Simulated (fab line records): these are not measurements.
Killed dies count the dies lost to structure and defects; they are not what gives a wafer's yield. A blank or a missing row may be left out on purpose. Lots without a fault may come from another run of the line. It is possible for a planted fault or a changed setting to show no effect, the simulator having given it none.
fab line records    flow sky130    part 2 of 2: steps 29 to 29 of 29
record: lots: 7  wafers: 21  last-day: 49
route steps=708 shown LOCAL_INTERCONNECT@396 CONTACT@406 PAD_OPEN@708
lots untouched by any fault: they come from a run of this same line in which no faults occurred
start-h: the number of hours between the record's first day and the start of the first shown wafer of the lot    wait-h: how many hours have passed since the lot's step before this one    " as in the row above    L1.1+2: several wafers, shown together as one row    - value missing, or start not given    * or withheld: withheld    < > ~ a bound
route shown NAME@n: names a module that has steps shown in the file, with the first one's number in the route    usual: average and standard deviation across the fault-free wafers    same: alike in all rows    chamber/n: place in a boat    sites: the reading at each site    _std_site: standard deviation across them    _edge_site: inner sites' mean taken away from outer sites' mean    radius-mm: how far each site lies from the wafer's centre    mask NAME#n: copy n    behind: tool/chamber where the wafer was last shaped    hold: what put the lot on hold/how long, in hours/how the hold closed    device: transistor that didn't switch, given as n, p or np    end of line: the tests these same wafers got at the end of their route    where a step has no rows: the recipe by itself    killed: count of dies lost to structure and defects at first sort (not the wafer's yield)    map: dies across one wafer; x = killed, . = not, _ = none there
set.NAME: the setting that was run; set.NAME@STEP: the one run at that earlier step    model.NAME: the simulator's own value behind a step, which no gauge read
lots seen at some steps along the route; tables by step, rows by wafer
services: a tool's chamber out of use, with start hour (start-h, from the record's first day; less than 0 if before it), hours out, and reason
== steps ==
step: SKY_PAD_OPEN_PROBE_99
usual: killed_at_M0_to_M3: 44/6.8  killed_at_M4_up: 3.1/1.9  killed-at-contacts: 25/5.9  killed-at-front-end: 15/4.3  killed-at-other: 0.2/0.51  killed-dies: 87/11  killed-on-rim: 17/3.6  killed-open: 47/7.9  killed-short: 39/6.4
same: gross-dies: 492  killed-at-back-side: 0
lot.wafer  tool       chamber  start-h  wait-h  killed_at_M0_to_M3  killed_at_M4_up  killed-at-contacts  killed-at-front-end  killed-at-other  killed-dies  killed-on-rim  killed-open  killed-short
L983.1     prober-01  -        1077.23  0.1     39                  2                29                  11                   0                81           10             49           32
L983.4     prober-01  -        1077.38  0.2     38                  3                20                  17                   1                79           14             39           40
L983.5     prober-01  -        1077.43  0.2     47                  1                19                  7                    1                75           11             41           34
L986.1     prober-01  -        1117.60  0.1     49                  3                31                  16                   0                99           19             51           48
L986.4     prober-01  -        1117.75  0.2     44                  1                17                  17                   0                79           20             44           35
L986.6     prober-01  -        1117.85  0.2     48                  8                27                  15                   0                98           18             50           48
L988.2     prober-02  -        1121.99  0.1     5                   0                483                 4                    0                492          96             6            8
L988.3     prober-02  -        1122.04  0.2     15                  1                473                 3                    0                492          96             18           7
L988.6     prober-02  -        1122.19  0.2     8                   0                482                 2                    0                492          96             10           5
L990.1     prober-01  -        1125.15  0.1     14                  2                472                 3                    1                492          96             13           11
L990.4     prober-01  -        1125.30  0.2     10                  1                473                 8                    0                492          96             9            13
L990.6     prober-01  -        1125.40  0.2     2                   0                486                 4                    0                492          96             6            4
L991.1     prober-02  -        1128.35  0.1     15                  2                468                 6                    1                492          96             18           9
L991.3     prober-02  -        1128.45  0.2     13                  1                476                 2                    0                492          96             7            12
L991.4     prober-02  -        1128.50  0.2     5                   3                481                 2                    1                492          96             6            5
L101.3     prober-01  -        1186.37  0.2     32                  1                24                  21                   0                78           19             39           39
L101.4     prober-01  -        1186.42  0.2     45                  4                23                  9                    0                81           15             41           40
L101.5     prober-01  -        1186.47  0.2     47                  4                17                  10                   0                78           13             52           26
killed by level:class
L983.1 VIA1:geometric-particle:open=16 CONTACT:geometric-particle:open=10 VIA3:geometric-particle:open=9 CONTACT:geometric-particle:short=6 METAL2:geometric-particle:short=6 LI_CONTACT:geometric-particle:open=5 LOCAL_INTERCONNECT:geometric-particle:short=5 POLY_GATE:geometric-particle:open=4
L983.4 CONTACT:geometric-particle:open=8 VIA1:geometric-particle:open=7 POLY_GATE:geometric-particle:open=6 METAL1:geometric-particle:short=6 METAL2:geometric-particle:short=5 CONTACT:geometric-particle:short=5 VIA3:geometric-particle:open=5 VIA2:geometric-particle:open=5
L983.5 VIA1:geometric-particle:short=10 CONTACT:geometric-particle:open=9 VIA2:geometric-particle:open=8 VIA3:geometric-particle:open=7 VIA1:geometric-particle:open=5 METAL2:geometric-particle:short=5 METAL1:geometric-particle:short=4 FIELD_ISO:geometric-particle:open=3
L986.1 METAL2:geometric-particle:short=12 CONTACT:geometric-particle:open=10 POLY_GATE:geometric-particle:open=8 VIA2:geometric-particle:open=7 LOCAL_INTERCONNECT:geometric-particle:short=6 CONTACT:geometric-particle:short=6 LI_CONTACT:geometric-particle:open=5 VIA1:geometric-particle:open=5
L986.4 VIA3:geometric-particle:open=11 VIA1:geometric-particle:open=8 VIA2:geometric-particle:open=8 CONTACT:geometric-particle:open=5 FIELD_ISO:geometric-particle:short=4 POLY_CUT:geometric-particle:short=4 LI_CONTACT:geometric-particle:open=4 METAL1:geometric-particle:short=4
L986.6 VIA2:geometric-particle:open=13 CONTACT:geometric-particle:open=10 VIA1:geometric-particle:open=9 METAL4:geometric-particle:short=8 LI_CONTACT:geometric-particle:open=6 CONTACT:geometric-particle:short=6 VIA3:geometric-particle:open=6 VIA1:geometric-particle:short=5
L988.2 CONTACT:lost-pattern=477 CONTACT:geometric-particle:short=3 METAL2:geometric-particle:short=2 FIELD_ISO:geometric-particle:open=1 SONOS_ONO:geometric-particle:open=1 SPACER:geometric-particle:short=1 POLY_CUT:geometric-particle:open=1 LI_CONTACT:geometric-particle:open=1
L988.3 CONTACT:lost-pattern=463 CONTACT:geometric-particle:open=5 VIA1:geometric-particle:open=4 METAL2:geometric-particle:open=3 LI_CONTACT:geometric-particle:open=2 CONTACT:geometric-particle:short=2 VIA3:area-expose=2 FIELD_ISO:geometric-particle:open=1
L988.6 CONTACT:lost-pattern=476 LI_CONTACT:geometric-particle:open=3 VIA1:geometric-particle:open=3 LOCAL_INTERCONNECT:geometric-particle:short=2 METAL2:geometric-particle:short=2 VIA2:geometric-particle:open=2 FIELD_ISO:geometric-particle:open=1 POLY_GATE:geometric-particle:open=1
L990.1 CONTACT:lost-pattern=464 VIA1:geometric-particle:open=4 VIA3:geometric-particle:open=3 CONTACT:geometric-particle:open=3 LI_CONTACT:geometric-particle:short=2 CONTACT:geometric-particle:short=2 VIA1:area-expose=2 FIELD_ISO:geometric-particle:short=1
L990.4 CONTACT:lost-pattern=469 FIELD_ISO:geometric-particle:short=3 METAL1:geometric-particle:short=3 POLY_GATE:geometric-particle:short=3 VIA1:geometric-particle:open=3 CONTACT:geometric-particle:open=2 METAL2:geometric-particle:short=2 FIELD_ISO:geometric-particle:open=1
L990.6 CONTACT:lost-pattern=481 CONTACT:geometric-particle:open=3 FIELD_ISO:geometric-particle:short=1 FIELD_ISO:geometric-particle:open=1 SONOS_ONO:geometric-particle:open=1 SPACER:geometric-particle:short=1 LI_CONTACT:geometric-particle:open=1 CONTACT:geometric-particle:short=1
L991.1 CONTACT:lost-pattern=462 VIA1:geometric-particle:open=5 VIA2:geometric-particle:open=5 CONTACT:geometric-particle:open=3 FIELD_ISO:geometric-particle:open=2 METAL1:geometric-particle:short=2 FIELD_ISO:geometric-particle:short=1 POLY_GATE:geometric-particle:short=1
L991.3 CONTACT:lost-pattern=472 FIELD_ISO:geometric-particle:short=2 METAL1:geometric-particle:short=2 VIA1:geometric-particle:open=2 VIA2:geometric-particle:open=2 METAL3:geometric-particle:short=2 LI_CONTACT:geometric-particle:open=1 LI_CONTACT:geometric-particle:short=1
L991.4 CONTACT:lost-pattern=478 VIA1:geometric-particle:open=2 METAL4:geometric-particle:short=2 FIELD_ISO:geometric-particle:open=1 FIELD_ISO:geometric-particle:short=1 LI_CONTACT:geometric-particle:open=1 LOCAL_INTERCONNECT:geometric-particle:short=1 CONTACT:geometric-particle:open=1
L101.3 CONTACT:geometric-particle:open=10 LI_CONTACT:geometric-particle:open=6 VIA1:geometric-particle:open=6 POLY_GATE:geometric-particle:open=5 POLY_GATE:geometric-particle:short=5 METAL2:geometric-particle:short=5 VIA1:geometric-particle:short=5 VIA2:geometric-particle:short=5
L101.4 CONTACT:geometric-particle:open=12 VIA3:geometric-particle:open=7 METAL2:geometric-particle:short=6 METAL1:geometric-particle:short=6 VIA2:geometric-particle:open=6 VIA1:geometric-particle:short=6 CONTACT:geometric-particle:short=5 VIA1:geometric-particle:open=5
L101.5 VIA1:geometric-particle:open=13 CONTACT:geometric-particle:open=10 VIA2:geometric-particle:open=9 VIA3:geometric-particle:open=8 METAL2:geometric-particle:short=4 FIELD_ISO:geometric-particle:open=3 LOCAL_INTERCONNECT:geometric-particle:short=3 VIA1:geometric-particle:short=3
map L988.2 (x killed, . not)
__________xxxxxxxxxx_________
________xxxxxxxxxxxxxx_______
______xxxxxxxxxxxxxxxxxx_____
_____xxxxxxxxxxxxxxxxxxxx____
____xxxxxxxxxxxxxxxxxxxxxx___
___xxxxxxxxxxxxxxxxxxxxxxxx__
__xxxxxxxxxxxxxxxxxxxxxxxxxx_
_xxxxxxxxxxxxxxxxxxxxxxxxxxxx
_xxxxxxxxxxxxxxxxxxxxxxxxxxxx
_xxxxxxxxxxxxxxxxxxxxxxxxxxxx
_xxxxxxxxxxxxxxxxxxxxxxxxxxxx
_xxxxxxxxxxxxxxxxxxxxxxxxxxxx
_xxxxxxxxxxxxxxxxxxxxxxxxxxxx
_xxxxxxxxxxxxxxxxxxxxxxxxxxxx
_xxxxxxxxxxxxxxxxxxxxxxxxxxxx
__xxxxxxxxxxxxxxxxxxxxxxxxxx_
___xxxxxxxxxxxxxxxxxxxxxxxx__
____xxxxxxxxxxxxxxxxxxxxxx___
_____xxxxxxxxxxxxxxxxxxxx____
______xxxxxxxxxxxxxxxxxx_____
________xxxxxxxxxxxxxx_______
__________xxxxxxxxxx_________
map L990.1 (x killed, . not)
__________xxxxxxxxxx_________
________xxxxxxxxxxxxxx_______
______xxxxxxxxxxxxxxxxxx_____
_____xxxxxxxxxxxxxxxxxxxx____
____xxxxxxxxxxxxxxxxxxxxxx___
___xxxxxxxxxxxxxxxxxxxxxxxx__
__xxxxxxxxxxxxxxxxxxxxxxxxxx_
_xxxxxxxxxxxxxxxxxxxxxxxxxxxx
_xxxxxxxxxxxxxxxxxxxxxxxxxxxx
_xxxxxxxxxxxxxxxxxxxxxxxxxxxx
_xxxxxxxxxxxxxxxxxxxxxxxxxxxx
_xxxxxxxxxxxxxxxxxxxxxxxxxxxx
_xxxxxxxxxxxxxxxxxxxxxxxxxxxx
_xxxxxxxxxxxxxxxxxxxxxxxxxxxx
_xxxxxxxxxxxxxxxxxxxxxxxxxxxx
__xxxxxxxxxxxxxxxxxxxxxxxxxx_
___xxxxxxxxxxxxxxxxxxxxxxxx__
____xxxxxxxxxxxxxxxxxxxxxx___
_____xxxxxxxxxxxxxxxxxxxx____
______xxxxxxxxxxxxxxxxxx_____
________xxxxxxxxxxxxxx_______
__________xxxxxxxxxx_________
== services ==
tool             chamber  start-h  hours  kind
pecvd-04         2        690.42   18.6   repair
rie-diel-02      2        690.66   6.2    repair
rie-diel-03      2        690.84   7.1    repair
pecvd-02         -        692.80   1.5    repair
pecvd-02         -        694.35   0.8    repair
pecvd-04         0        703.25   3.0    repair
pecvd-02         0        708.65   23.6   repair
plasma-asher-01  -        716.31   1.6    repair
rie-diel-03      1        734.82   10.1   repair
rie-diel-02      3        757.65   10.9   repair
rie-diel-03      3        765.11   2.9    repair
hdpcvd-02        -        769.71   1.1    repair
plasma-asher-01  -        783.80   28.1   pm
hdpcvd-01        1        791.57   4.0    repair
pecvd-03         -        804.13   6.0    pm
rie-diel-02      0        815.64   8.6    repair
hdpcvd-01        -        815.64   1.7    repair
rie-metal-03     0        817.35   3.8    repair
rie-diel-03      -        824.77   0.7    repair
rie-diel-03      -        832.46   14.6   pm
rie-diel-02      2        857.99   24.4   repair
plasma-asher-01  -        884.35   15.6   pm
hdpcvd-01        -        891.86   2.8    pm
rie-diel-03      3        894.22   4.1    repair
== key ==
first-sign: step: SKY_CONTACT_HDPCVD_02  reading: tool-record  direction: missing
effect: step: SKY_CONTACT_BOW_MEAS_05  reading: CONTACT_BOW  direction: down  sigmas: 2.7  usual: 82  struck: 64
effect: step: SKY_CONTACT_ETCH_17  reading: oes-product-au  direction: down  sigmas: 99+  usual: 0.892  struck: 0.376
effect: step: SKY_PAD_OPEN_PROBE_99  reading: killed-at-contacts  direction: up  sigmas: 76  usual: 25  struck: 477
model-effect: step: SKY_CONTACT_ETCH_17  value: etch.depth-nm  without: 339.3  struck: 0
met-at SKY_CONTACT_HDPCVD_02
struck-wafers L988.2,L988.3,L988.6,L990.1,L990.4,L990.6,L991.1,L991.3,L991.4
later-rows-left-out L988.2,L988.3,L988.6,L990.1,L990.4,L990.6,L991.1,L991.3,L991.4
tester-left-out L988,L990,L991
onset-between 761.30 766.31
fault: kind: skipped-step-whole  tool: hdpcvd-01,hdpcvd-02  chamber: -  onset-h: 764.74  steps: SKY_CONTACT_HDPCVD_02  scope: struck-lots-only
tester-left-out: of these lots the tester's yield and bins aren't shown, on N5 and GAA mostly nor the transistor test; their killed dies are dies lost to structure and defects alone, not to doping, threshold or leakage, so they don't give the yield
later-rows-left-out: the simulator's readings of these wafers behind a module that went badly wrong aren't trusted and aren't shown, but for the sort
